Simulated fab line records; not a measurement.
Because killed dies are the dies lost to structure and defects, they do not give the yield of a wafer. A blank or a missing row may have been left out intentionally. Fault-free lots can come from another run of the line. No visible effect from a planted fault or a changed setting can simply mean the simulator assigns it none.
The tool behind it: which one? | flow sky130 | 14 lots, 42 wafers sampled, at 4 steps of a route of 708

## WHAT THE GAUGES SHOWED, per wafer
No reading from a measuring or inspecting step in the record can be judged against a usual standard deviation.

## TOOL THAT RAN EACH LOT (tool first, then ch and the chambers of the sampled wafers, then the start)
lot  | SKY_LI_CONTACT_CVD_21         | SKY_CONTACT_STRIP_19                 | SKY_CONTACT_CVD_24            | SKY_METAL3_STRIP_19
L371 | cvd_w-01 ch 0,1, day 29 18:57 | plasma_asher-03 ch 0,1, day 32 04:52 | cvd_w-01 ch 0,1, day 32 05:32 | plasma_asher-02 ch 0,1, day 39 04:29
L373 | cvd_w-02 ch 0,1, day 30 05:59 | plasma_asher-03 ch 0,1, day 32 15:53 | cvd_w-02 ch 0,1, day 32 16:32 | plasma_asher-04 ch 0,1, day 39 14:00
L374 | cvd_w-02 ch 0,1, day 30 19:47 | plasma_asher-01 ch 0,1, day 33 04:36 | cvd_w-01 ch 0,1, day 33 05:16 | plasma_asher-03 ch 0,1, day 40 00:18
L375 | cvd_w-02 ch 0, day 31 01:05   | plasma_asher-01 ch 0,1, day 33 11:02 | cvd_w-02 ch 0, day 33 11:43   | plasma_asher-02 ch 0,1, day 40 05:51
L376 | cvd_w-01 ch 0,1, day 31 06:53 | plasma_asher-03 ch 0,1, day 33 15:43 | cvd_w-02 ch 0,1, day 33 16:25 | plasma_asher-02 ch 0,1, day 40 11:20
L377 | cvd_w-01 ch 0, day 31 15:26   | plasma_asher-01 ch 0,1, day 34 00:12 | cvd_w-02 ch 1, day 34 00:52   | plasma_asher-04 ch 0,1, day 40 18:27
L378 | cvd_w-01 ch 1, day 31 20:44   | plasma_asher-03 ch 0,1, day 34 05:08 | cvd_w-01 ch 0,1, day 34 05:47 | plasma_asher-03 ch 0, day 41 00:42
L379 | cvd_w-01 ch 0,1, day 32 08:17 | plasma_asher-04 ch 0,1, day 34 17:08 | cvd_w-01 ch 0,1, day 34 17:47 | plasma_asher-02 ch 0,1, day 41 08:51
L380 | cvd_w-01 ch 0,1, day 32 15:29 | plasma_asher-01 ch 0,1, day 34 23:53 | cvd_w-01 ch 0,1, day 35 00:35 | plasma_asher-02 ch 0,1, day 41 16:51
L387 | cvd_w-01 ch 0,1, day 34 22:20 | plasma_asher-03 ch 1, day 37 04:59   | cvd_w-01 ch 1, day 37 05:41   | plasma_asher-02 ch 1, day 43 14:39
L389 | cvd_w-01 ch 0,1, day 35 08:29 | plasma_asher-01 ch 0,1, day 37 14:44 | cvd_w-02 ch 0,1, day 37 15:24 | plasma_asher-02 ch 0,1, day 43 23:26
L391 | cvd_w-02 ch 0,1, day 36 02:59 | plasma_asher-04 ch 0,1, day 38 09:20 | cvd_w-02 ch 0,1, day 38 10:02 | plasma_asher-04 ch 0,1, day 44 15:18
L392 | cvd_w-01 ch 0,1, day 36 03:59 | plasma_asher-04 ch 0,1, day 38 09:43 | cvd_w-01 ch 0,1, day 38 10:22 | plasma_asher-02 ch 0,1, day 44 16:24
L393 | cvd_w-01 ch 0,1, day 36 10:32 | plasma_asher-01 ch 0,1, day 38 16:43 | cvd_w-01 ch 0,1, day 38 17:29 | plasma_asher-02 ch 0,1, day 44 23:33
- SKY_LI_CONTACT_CVD_21: deposits W, target thk 400 nm, time 120.56 s.
- SKY_CONTACT_STRIP_19: strips in O2/N2.
- SKY_CONTACT_CVD_24: deposits W, target thk 340 nm, time 102.12 s.
- SKY_METAL3_STRIP_19: strips in O2/N2.

## AS READ BY THE TOOLS THEMSELVES (means over the sampled wafers that have a number; for cases with no such wafer, the mark the record gives instead)
SKY_LI_CONTACT_CVD_21.
lot  | tool     | heater_power_w (W)
L371 | cvd_w-01 | 890
L373 | cvd_w-02 | 861
L374 | cvd_w-02 | 834
L375 | cvd_w-02 | 820
L376 | cvd_w-01 | 889
L377 | cvd_w-01 | 826
L378 | cvd_w-01 | 1011
L379 | cvd_w-01 | 893
L380 | cvd_w-01 | 899
L387 | cvd_w-01 | 881
L389 | cvd_w-01 | 951
L391 | cvd_w-02 | 841
L392 | cvd_w-01 | 948
L393 | cvd_w-01 | 882

SKY_CONTACT_STRIP_19.
lot  | tool            | chamber_pressure_mTorr (mTorr) | drypump_motor_current_A (A) | oes_product_au (a.u.) | strip_time_to_endpoint_s (s)
L371 | plasma_asher-03 | 1500.3                         | 5.9                         | 0.377                 | 3.612
L373 | plasma_asher-03 | 1500.0                         | 5.9                         | 0.379                 | 3.588
L374 | plasma_asher-01 | 1499.6                         | 5.0                         | 0.378                 | 3.607
L375 | plasma_asher-01 | 1498.8                         | 5.0                         | 0.383                 | 3.623
L376 | plasma_asher-03 | 1501.2                         | 5.9                         | 0.382                 | 3.635
L377 | plasma_asher-01 | 1500.2                         | 5.2                         | 0.375                 | 3.593
L378 | plasma_asher-03 | 1500.4                         | 5.9                         | 0.380                 | 3.601
L379 | plasma_asher-04 | 1500.6                         | 5.2                         | 0.375                 | 3.586
L380 | plasma_asher-01 | 1500.4                         | 5.0                         | 0.380                 | 3.608
L387 | plasma_asher-03 | 1500.9                         | 5.9                         | 0.384                 | 3.644
L389 | plasma_asher-01 | 1500.3                         | 5.3                         | 0.376                 | 3.598
L391 | plasma_asher-04 | 1501.2                         | 5.2                         | 0.380                 | 3.622
L392 | plasma_asher-04 | 1498.3                         | 5.1                         | 0.379                 | 3.611
L393 | plasma_asher-01 | 1500.4                         | 5.3                         | 0.384                 | 3.632

SKY_CONTACT_CVD_24.
lot  | tool     | heater_power_w (W)
L371 | cvd_w-01 | 911
L373 | cvd_w-02 | 859
L374 | cvd_w-01 | 880
L375 | cvd_w-02 | 824
L376 | cvd_w-02 | 860
L377 | cvd_w-02 | 891
L378 | cvd_w-01 | 943
L379 | cvd_w-01 | 948
L380 | cvd_w-01 | 885
L387 | cvd_w-01 | 1017
L389 | cvd_w-02 | 866
L391 | cvd_w-02 | 867
L392 | cvd_w-01 | 958
L393 | cvd_w-01 | 959

SKY_METAL3_STRIP_19.
lot  | tool            | chamber_pressure_mTorr (mTorr) | drypump_motor_current_A (A) | oes_product_au (a.u.) | strip_time_to_endpoint_s (s)
L371 | plasma_asher-02 | 1501                           | 5.62                        | 0.501                 | 6.52
L373 | plasma_asher-04 | 1501                           | 5.21                        | 0.504                 | 6.53
L374 | plasma_asher-03 | 1500                           | 5.92                        | 0.502                 | 6.53
L375 | plasma_asher-02 | 1499                           | 5.69                        | 0.502                 | 6.60
L376 | plasma_asher-02 | 1499                           | 5.69                        | 0.504                 | 6.59
L377 | plasma_asher-04 | 1500                           | 5.22                        | 0.506                 | 6.57
L378 | plasma_asher-03 | 1500                           | 5.99                        | 0.500                 | 6.55
L379 | plasma_asher-02 | -                              | -                           | -                     | -
L380 | plasma_asher-02 | -                              | -                           | -                     | -
L387 | plasma_asher-02 | 1500                           | 5.74                        | 0.502                 | 6.58
L389 | plasma_asher-02 | 1499                           | 5.63                        | 0.504                 | 6.62
L391 | plasma_asher-04 | 1501                           | 5.18                        | 0.502                 | 6.50
L392 | plasma_asher-02 | 1500                           | 5.68                        | 0.506                 | 6.61
L393 | plasma_asher-02 | 1501                           | 5.62                        | 0.499                 | 6.46

## THE ANSWER, worked out from the rows above alone
Rule: what is usual is taken from the lots themselves. The widest of any qualifying gaps counts: lots, ordered by their means at a reading, are off when they make up no more than a third of the lots, leave a main group of 4 or more, and stand apart from it by 3 or more times the standard deviation of that group's means. A main group whose means are all the same, to the digits that the tables above print for the reading, isn't used. Also off: a lot with no number at a reading for which 4 or more lots have one. Where the step has rows for the other lots, those lots are counted as sound. Order of review: gauges by route order, followed by the tools' own readings, for which a lot's mean as printed above is used. At the first step where some lot is off, the reading lying furthest off is the one used; lots without a number count as furthest.
Off: L379, L380 (SKY_METAL3_STRIP_19, chamber_pressure_mTorr). Without a number there: L379, L380. The main group: mean 1500 mTorr, standard deviation 0.76.
If a tool, at that step or one of the process steps before it, ran each lot that is off and ran no sound lot following the first of them, it fits. None of those tried fits.

## WHAT HAD BEEN PUT IN BY THE SIMULATOR
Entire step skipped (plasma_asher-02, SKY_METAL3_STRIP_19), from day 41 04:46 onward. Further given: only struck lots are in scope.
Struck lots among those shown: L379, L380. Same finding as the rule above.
